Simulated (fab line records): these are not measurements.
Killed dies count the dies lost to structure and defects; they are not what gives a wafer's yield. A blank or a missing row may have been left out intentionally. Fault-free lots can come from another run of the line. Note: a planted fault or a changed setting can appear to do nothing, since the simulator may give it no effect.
Which of the tools did it? || flow sfq-line || 42 wafers from 14 lots sampled at 5 of the route's 325 steps

## WHAT THE GAUGES SHOWED, per wafer
SFQ_I2_BOW_MEAS_917. Usual: I2_BOW 1 um, standard deviation 7.5.
{"lot": "L926", "measured": "day 33 00:50", "on": "film-metro-01", "I2_BOW (um)": "-9 -9 -14", "flag": ""}
{"lot": "L928", "measured": "day 33 15:36", "on": "film-metro-04", "I2_BOW (um)": "-1 -6 -11", "flag": ""}
{"lot": "L929", "measured": "day 33 18:40", "on": "film-metro-02", "I2_BOW (um)": "-1 13 3", "flag": ""}
{"lot": "L930", "measured": "day 33 21:31", "on": "film-metro-01", "I2_BOW (um)": "0 -3 -7", "flag": ""}
{"lot": "L931", "measured": "day 34 00:34", "on": "film-metro-02", "I2_BOW (um)": "-4 -10 1", "flag": ""}
{"lot": "L933", "measured": "day 34 15:34", "on": "film-metro-04", "I2_BOW (um)": "-6 4 0", "flag": ""}
{"lot": "L934", "measured": "day 34 18:36", "on": "film-metro-01", "I2_BOW (um)": "-8 1 -10", "flag": ""}
{"lot": "L935", "measured": "day 35 00:32", "on": "film-metro-02", "I2_BOW (um)": "-2 4 -5", "flag": ""}
{"lot": "L936", "measured": "day 36 18:31", "on": "film-metro-02", "I2_BOW (um)": "-4 13 2", "flag": ""}
{"lot": "L937", "measured": "day 36 18:37", "on": "film-metro-04", "I2_BOW (um)": "-7 7 -1", "flag": ""}
{"lot": "L939", "measured": "day 37 18:36", "on": "film-metro-01", "I2_BOW (um)": "9 -3 11", "flag": ""}
{"lot": "L940", "measured": "day 37 21:31", "on": "film-metro-04", "I2_BOW (um)": "9 5 8", "flag": ""}
{"lot": "L944", "measured": "day 39 03:36", "on": "film-metro-04", "I2_BOW (um)": "9 7 5", "flag": ""}
{"lot": "L949", "measured": "day 41 16:35", "on": "film-metro-02", "I2_BOW (um)": "1 -4 5", "flag": ""}

SFQ_M3_RS_MEAS_919: measurement is done with a four-point probe. Usual: M3_NB_RS 0.887 ohm/sq, standard deviation 0.01.
{"lot": "L926", "measured": "day 39 02:40", "on": "film-metro-02", "M3_NB_RS (ohm/sq)": "0.901 0.895 0.891", "flag": ""}
{"lot": "L928", "measured": "day 39 15:50", "on": "film-metro-03", "M3_NB_RS (ohm/sq)": "0.904 0.902 0.902", "flag": ""}
{"lot": "L929", "measured": "day 39 18:19", "on": "film-metro-02", "M3_NB_RS (ohm/sq)": "0.874 0.874 0.883", "flag": ""}
{"lot": "L930", "measured": "day 39 19:26", "on": "film-metro-01", "M3_NB_RS (ohm/sq)": "0.906 0.898 0.895", "flag": ""}
{"lot": "L931", "measured": "day 39 20:41", "on": "film-metro-02", "M3_NB_RS (ohm/sq)": "0.890 0.886 0.886", "flag": ""}
{"lot": "L933", "measured": "day 40 06:19", "on": "film-metro-01", "M3_NB_RS (ohm/sq)": "0.877 0.890 0.872", "flag": ""}
{"lot": "L934", "measured": "day 40 09:50", "on": "film-metro-03", "M3_NB_RS (ohm/sq)": "0.903 0.892 0.890", "flag": ""}
{"lot": "L935", "measured": "day 40 14:41", "on": "film-metro-01", "M3_NB_RS (ohm/sq)": "0.874 0.872 0.885", "flag": ""}
{"lot": "L936", "measured": "day 42 03:50", "on": "film-metro-02", "M3_NB_RS (ohm/sq)": "0.894 0.890 0.889", "flag": ""}
{"lot": "L937", "measured": "day 42 05:03", "on": "film-metro-03", "M3_NB_RS (ohm/sq)": "0.883 0.892 0.887", "flag": ""}
{"lot": "L939", "measured": "day 43 02:38", "on": "film-metro-02", "M3_NB_RS (ohm/sq)": "0.873 0.888 0.883", "flag": ""}
{"lot": "L940", "measured": "day 43 05:14", "on": "film-metro-02", "M3_NB_RS (ohm/sq)": "0.877 0.883 0.881", "flag": ""}
{"lot": "L944", "measured": "day 44 15:50", "on": "film-metro-03", "M3_NB_RS (ohm/sq)": "0.880 0.871 0.880", "flag": ""}
{"lot": "L949", "measured": "day 47 01:18", "on": "film-metro-03", "M3_NB_RS (ohm/sq)": "0.892 0.899 0.893", "flag": ""}

## WHAT TOOL EACH LOT RAN ON (gives the tool, then ch and the chambers of the sampled wafers, and finally the start)
{"lot": "L926", "SFQ_TRILAYER_I2_DEP_PECVD_063": "pecvd-04 ch 0,1,2, day 32 16:15", "SFQ_TRILAYER_I2_CMP_CMP_064": "cmp-02 ch 0,1,2, day 32 22:19", "SFQ_TRILAYER_I2_METRO_MEASURE_065": "film-metro-01, day 33 01:08"}
{"lot": "L928", "SFQ_TRILAYER_I2_DEP_PECVD_063": "pecvd-02 ch 0,1, day 33 05:27", "SFQ_TRILAYER_I2_CMP_CMP_064": "cmp-02 ch 1,2,3, day 33 12:36", "SFQ_TRILAYER_I2_METRO_MEASURE_065": "film-metro-04, day 33 15:43"}
{"lot": "L929", "SFQ_TRILAYER_I2_DEP_PECVD_063": "pecvd-03 ch 0,1,2, day 33 09:05", "SFQ_TRILAYER_I2_CMP_CMP_064": "cmp-02 ch 1,2,3, day 33 17:06", "SFQ_TRILAYER_I2_METRO_MEASURE_065": "film-metro-02, day 33 19:19"}
{"lot": "L930", "SFQ_TRILAYER_I2_DEP_PECVD_063": "pecvd-04 ch 0,1, day 33 10:15", "SFQ_TRILAYER_I2_CMP_CMP_064": "cmp-01 ch 0,1, day 33 18:31", "SFQ_TRILAYER_I2_METRO_MEASURE_065": "film-metro-01, day 33 21:38"}
{"lot": "L931", "SFQ_TRILAYER_I2_DEP_PECVD_063": "pecvd-02 ch 1,2, day 33 17:22", "SFQ_TRILAYER_I2_CMP_CMP_064": "cmp-01 ch 1,2,3, day 33 22:01", "SFQ_TRILAYER_I2_METRO_MEASURE_065": "film-metro-02, day 34 01:02"}
{"lot": "L933", "SFQ_TRILAYER_I2_DEP_PECVD_063": "pecvd-04 ch 0,1, day 34 04:13", "SFQ_TRILAYER_I2_CMP_CMP_064": "cmp-01 ch 0,1,3, day 34 13:31", "SFQ_TRILAYER_I2_METRO_MEASURE_065": "film-metro-04, day 34 16:02"}
{"lot": "L934", "SFQ_TRILAYER_I2_DEP_PECVD_063": "pecvd-03 ch 0,1, day 34 09:06", "SFQ_TRILAYER_I2_CMP_CMP_064": "cmp-02 ch 0,1,3, day 34 16:06", "SFQ_TRILAYER_I2_METRO_MEASURE_065": "film-metro-01, day 34 18:43"}
{"lot": "L935", "SFQ_TRILAYER_I2_DEP_PECVD_063": "pecvd-02 ch 0,2, day 34 14:41", "SFQ_TRILAYER_I2_CMP_CMP_064": "cmp-01 ch 0,1,3, day 34 21:31", "SFQ_TRILAYER_I2_METRO_MEASURE_065": "film-metro-02, day 35 00:50"}
{"lot": "L936", "SFQ_TRILAYER_I2_DEP_PECVD_063": "pecvd-04 ch 0,1, day 36 04:18", "SFQ_TRILAYER_I2_CMP_CMP_064": "cmp-01 ch 0,2,3, day 36 16:01", "SFQ_TRILAYER_I2_METRO_MEASURE_065": "film-metro-02, day 36 18:38"}
{"lot": "L937", "SFQ_TRILAYER_I2_DEP_PECVD_063": "pecvd-03 ch 0,1,2, day 36 06:42", "SFQ_TRILAYER_I2_CMP_CMP_064": "cmp-02 ch 1,2,3, day 36 15:36", "SFQ_TRILAYER_I2_METRO_MEASURE_065": "film-metro-04, day 36 18:55"}
{"lot": "L939", "SFQ_TRILAYER_I2_DEP_PECVD_063": "pecvd-03 ch 0,2, day 37 06:49", "SFQ_TRILAYER_I2_CMP_CMP_064": "cmp-02 ch 0,1,2, day 37 15:36", "SFQ_TRILAYER_I2_METRO_MEASURE_065": "film-metro-01, day 37 18:43"}
{"lot": "L940", "SFQ_TRILAYER_I2_DEP_PECVD_063": "pecvd-04 ch 0,2, day 37 09:13", "SFQ_TRILAYER_I2_CMP_CMP_064": "cmp-01 ch 0,3, day 37 19:01", "SFQ_TRILAYER_I2_METRO_MEASURE_065": "film-metro-04, day 37 21:38"}
{"lot": "L944", "SFQ_TRILAYER_I2_DEP_PECVD_063": "pecvd-03 ch 0,1,2, day 38 12:49", "SFQ_TRILAYER_I2_CMP_CMP_064": "cmp-02 ch 0,1,2, day 39 00:36", "SFQ_TRILAYER_I2_METRO_MEASURE_065": "film-metro-04, day 39 03:43"}
{"lot": "L949", "SFQ_TRILAYER_I2_DEP_PECVD_063": "pecvd-02 ch 0,2, day 40 18:53", "SFQ_TRILAYER_I2_CMP_CMP_064": "cmp-02 ch 1,2, day 41 13:34", "SFQ_TRILAYER_I2_METRO_MEASURE_065": "film-metro-02, day 41 16:53"}
- SFQ_TRILAYER_I2_DEP_PECVD_063: deposits SiO2 from SiH4/N2O, time 111.11 s, target thk 500 nm.
- SFQ_TRILAYER_I2_CMP_CMP_064: polishes SiO2.
- SFQ_TRILAYER_I2_METRO_MEASURE_065

## AS READ BY THE TOOLS THEMSELVES (means over the sampled wafers that have a number; for cases with no such wafer, the mark the record gives instead)
SFQ_TRILAYER_I2_DEP_PECVD_063. Usual: chamber-pressure-Torr 2.399 Torr, standard deviation 0.0053; heater-power-w 82 W, standard deviation 9.2; run-length-s 138.9 s, standard deviation 0.38; throttle-valve-pct 24.8 %, standard deviation 1.2.
{"lot": "L926", "tool": "pecvd-04", "chamber-pressure-Torr (Torr)": 2.398, "heater-power-w (W)": 81, "run-length-s (s)": 138.7, "throttle-valve-pct (%)": 23.7, "flag": ""}
{"lot": "L928", "tool": "pecvd-02", "chamber-pressure-Torr (Torr)": 2.402, "heater-power-w (W)": 86, "run-length-s (s)": 138.4, "throttle-valve-pct (%)": 26.1, "flag": ""}
{"lot": "L929", "tool": "pecvd-03", "chamber-pressure-Torr (Torr)": 2.396, "heater-power-w (W)": 85, "run-length-s (s)": 139.3, "throttle-valve-pct (%)": 24.6, "flag": ""}
{"lot": "L930", "tool": "pecvd-04", "chamber-pressure-Torr (Torr)": 2.405, "heater-power-w (W)": 71, "run-length-s (s)": 138.8, "throttle-valve-pct (%)": 24.0, "flag": ""}
{"lot": "L931", "tool": "pecvd-02", "chamber-pressure-Torr (Torr)": 2.394, "heater-power-w (W)": 88, "run-length-s (s)": 138.7, "throttle-valve-pct (%)": 26.7, "flag": ""}
{"lot": "L933", "tool": "pecvd-04", "chamber-pressure-Torr (Torr)": 2.394, "heater-power-w (W)": 68, "run-length-s (s)": 139.1, "throttle-valve-pct (%)": 24.0, "flag": ""}
{"lot": "L934", "tool": "pecvd-03", "chamber-pressure-Torr (Torr)": 2.400, "heater-power-w (W)": 83, "run-length-s (s)": 138.9, "throttle-valve-pct (%)": 25.1, "flag": ""}
{"lot": "L935", "tool": "pecvd-02", "chamber-pressure-Torr (Torr)": 2.395, "heater-power-w (W)": 81, "run-length-s (s)": 139.0, "throttle-valve-pct (%)": 25.4, "flag": ""}
{"lot": "L936", "tool": "pecvd-04", "chamber-pressure-Torr (Torr)": 2.404, "heater-power-w (W)": 73, "run-length-s (s)": 139.0, "throttle-valve-pct (%)": 24.3, "flag": ""}
{"lot": "L937", "tool": "pecvd-03", "chamber-pressure-Torr (Torr)": 2.402, "heater-power-w (W)": 90, "run-length-s (s)": 138.6, "throttle-valve-pct (%)": 24.8, "flag": ""}
{"lot": "L939", "tool": "pecvd-03", "chamber-pressure-Torr (Torr)": 2.401, "heater-power-w (W)": 85, "run-length-s (s)": 161.0, "throttle-valve-pct (%)": 24.7, "flag": "OFF"}
{"lot": "L940", "tool": "pecvd-04", "chamber-pressure-Torr (Torr)": 2.394, "heater-power-w (W)": 80, "run-length-s (s)": 138.8, "throttle-valve-pct (%)": 23.7, "flag": ""}
{"lot": "L944", "tool": "pecvd-03", "chamber-pressure-Torr (Torr)": 2.401, "heater-power-w (W)": 83, "run-length-s (s)": 161.2, "throttle-valve-pct (%)": 24.9, "flag": "OFF"}
{"lot": "L949", "tool": "pecvd-02", "chamber-pressure-Torr (Torr)": 2.392, "heater-power-w (W)": 79, "run-length-s (s)": 139.1, "throttle-valve-pct (%)": 25.9, "flag": ""}

SFQ_TRILAYER_I2_CMP_CMP_064. Usual: motor-current-A 10.7 A, standard deviation 0.94; slurry-flow-ml-min 149.9, standard deviation 0.45; time-to-endpoint-s 220 s, standard deviation 7.2.
{"lot": "L926", "tool": "cmp-02", "motor-current-A (A)": 10.5, "slurry-flow-ml-min": 150.5, "time-to-endpoint-s (s)": 216, "flag": ""}
{"lot": "L928", "tool": "cmp-02", "motor-current-A (A)": 10.7, "slurry-flow-ml-min": 149.9, "time-to-endpoint-s (s)": 217, "flag": ""}
{"lot": "L929", "tool": "cmp-02", "motor-current-A (A)": 10.8, "slurry-flow-ml-min": 149.8, "time-to-endpoint-s (s)": 220, "flag": ""}
{"lot": "L930", "tool": "cmp-01", "motor-current-A (A)": 10.4, "slurry-flow-ml-min": 150.5, "time-to-endpoint-s (s)": 225, "flag": ""}
{"lot": "L931", "tool": "cmp-01", "motor-current-A (A)": 10.2, "slurry-flow-ml-min": 149.6, "time-to-endpoint-s (s)": 220, "flag": ""}
{"lot": "L933", "tool": "cmp-01", "motor-current-A (A)": 11.2, "slurry-flow-ml-min": 149.7, "time-to-endpoint-s (s)": 224, "flag": ""}
{"lot": "L934", "tool": "cmp-02", "motor-current-A (A)": 10.9, "slurry-flow-ml-min": 149.9, "time-to-endpoint-s (s)": 218, "flag": ""}
{"lot": "L935", "tool": "cmp-01", "motor-current-A (A)": 11.3, "slurry-flow-ml-min": 150.1, "time-to-endpoint-s (s)": 217, "flag": ""}
{"lot": "L936", "tool": "cmp-01", "motor-current-A (A)": 11.2, "slurry-flow-ml-min": 150.2, "time-to-endpoint-s (s)": 223, "flag": ""}
{"lot": "L937", "tool": "cmp-02", "motor-current-A (A)": 10.9, "slurry-flow-ml-min": 149.6, "time-to-endpoint-s (s)": 224, "flag": ""}
{"lot": "L939", "tool": "cmp-02", "motor-current-A (A)": 10.7, "slurry-flow-ml-min": 149.5, "time-to-endpoint-s (s)": 281, "flag": "OFF"}
{"lot": "L940", "tool": "cmp-01", "motor-current-A (A)": 12.2, "slurry-flow-ml-min": 150.4, "time-to-endpoint-s (s)": 216, "flag": ""}
{"lot": "L944", "tool": "cmp-02", "motor-current-A (A)": 10.4, "slurry-flow-ml-min": 149.9, "time-to-endpoint-s (s)": 286, "flag": "OFF"}
{"lot": "L949", "tool": "cmp-02", "motor-current-A (A)": 10.2, "slurry-flow-ml-min": 149.8, "time-to-endpoint-s (s)": 211, "flag": ""}

SFQ_TRILAYER_I2_METRO_MEASURE_065. Usual: thk-nm at 200.3 nm, with a standard deviation of 1.
{"lot": "L926", "tool": "film-metro-01", "thk-nm (nm)": 199.5, "flag": ""}
{"lot": "L928", "tool": "film-metro-04", "thk-nm (nm)": 200.5, "flag": ""}
{"lot": "L929", "tool": "film-metro-02", "thk-nm (nm)": 200.6, "flag": ""}
{"lot": "L930", "tool": "film-metro-01", "thk-nm (nm)": 200.6, "flag": ""}
{"lot": "L931", "tool": "film-metro-02", "thk-nm (nm)": 200.2, "flag": ""}
{"lot": "L933", "tool": "film-metro-04", "thk-nm (nm)": 200.5, "flag": ""}
{"lot": "L934", "tool": "film-metro-01", "thk-nm (nm)": 200.5, "flag": ""}
{"lot": "L935", "tool": "film-metro-02", "thk-nm (nm)": 200.6, "flag": ""}
{"lot": "L936", "tool": "film-metro-02", "thk-nm (nm)": 201.1, "flag": ""}
{"lot": "L937", "tool": "film-metro-04", "thk-nm (nm)": 200.5, "flag": ""}
{"lot": "L939", "tool": "film-metro-01", "thk-nm (nm)": 200.8, "flag": ""}
{"lot": "L940", "tool": "film-metro-04", "thk-nm (nm)": 200.5, "flag": ""}
{"lot": "L944", "tool": "film-metro-04", "thk-nm (nm)": 200.4, "flag": ""}
{"lot": "L949", "tool": "film-metro-02", "thk-nm (nm)": 199.9, "flag": ""}

## THE ANSWER, worked out from the rows above alone
Rule: lot off if the mean of its wafers having a number is beyond 3 standard deviations from the usual mean. A lot without any number at a reading at which 4 lots or more have one is off too. The other lots that the step has rows for count as sound. Order of review: gauges by route order, followed by the tools' own readings, for which a lot's mean as printed above is used. The first step at which some lot is off is used, and at that step the reading that is off furthest; a lot without a number counts as furthest.
Off, at SFQ_TRILAYER_I2_DEP_PECVD_063 on run-length-s: L939, L944.
If a tool, at that step or one of the process steps before it, ran each lot that is off and ran no sound lot following the first of them, it fits. One fits: pecvd-03 at SFQ_TRILAYER_I2_DEP_PECVD_063. Its last sound lot is L937 (day 36 06:42), its first lot that is off L939 (day 37 06:49): a fault that began between those two fits.
On the lots that are off, the tool's own readings at SFQ_TRILAYER_I2_DEP_PECVD_063 differ by more than 5 times the standard deviation of the sound lots' means, which bears it out; run-length-s reads 161.1 s there versus 138.9 s on the sound lots.

## WHAT THE SIMULATOR PUT IN
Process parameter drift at SFQ_TRILAYER_I2_DEP_PECVD_063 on pecvd-03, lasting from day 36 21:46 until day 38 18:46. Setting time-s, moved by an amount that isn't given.
Struck lots among those shown: L939, L944. The same result came from the rule above.
